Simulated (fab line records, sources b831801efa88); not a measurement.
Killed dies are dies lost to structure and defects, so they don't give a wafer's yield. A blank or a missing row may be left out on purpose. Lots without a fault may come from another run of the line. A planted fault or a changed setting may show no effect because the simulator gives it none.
What tool caused it?	flow gf180mcu	17 wafers sampled from 6 lots at 1 step of a route of 602

== WHAT THE GAUGES READ, wafer by wafer ==
GF_V4_OVL_MEAS_15.
lot	measured	on	V4_OVL (nm)
L748	day 24 23:46	overlay-02	-10 -12 -13
L750	day 25 15:47	overlay-02	-17 -9 -15
L754	day 27 04:25	overlay-02	-20 -14
L765	day 30 06:22	overlay-02	-5 -13 -13
L767	day 30 12:16	overlay-01	-7 -2 -5
L769	day 31 06:19	overlay-02	-4 -8 -5

== EACH LOT AND THE TOOL THAT RAN IT (in order: tool; ch and the chambers of the sampled wafers; start) ==
Record: no process step prior to these readings.

== THE ANSWER, worked out from the rows above alone ==
Rule: the usual values come from the lots themselves. Put in order of their means at a reading, lots are off if they are a third of the lots or fewer, leave a main group of 4 or more, and stand apart from it by a gap of 3 or more times the standard deviation of the main group's means; of several such gaps the widest counts. If all means in a main group match to the digits the tables above print for the reading, that group is not used. Also off: a lot with no number at a reading for which 4 or more lots have one. Any other lot the step has rows for is counted as sound.
No lot is off on any of the readings shown, so nothing can be concluded from this.

== WHAT THE SIMULATOR HAD PUT IN ==
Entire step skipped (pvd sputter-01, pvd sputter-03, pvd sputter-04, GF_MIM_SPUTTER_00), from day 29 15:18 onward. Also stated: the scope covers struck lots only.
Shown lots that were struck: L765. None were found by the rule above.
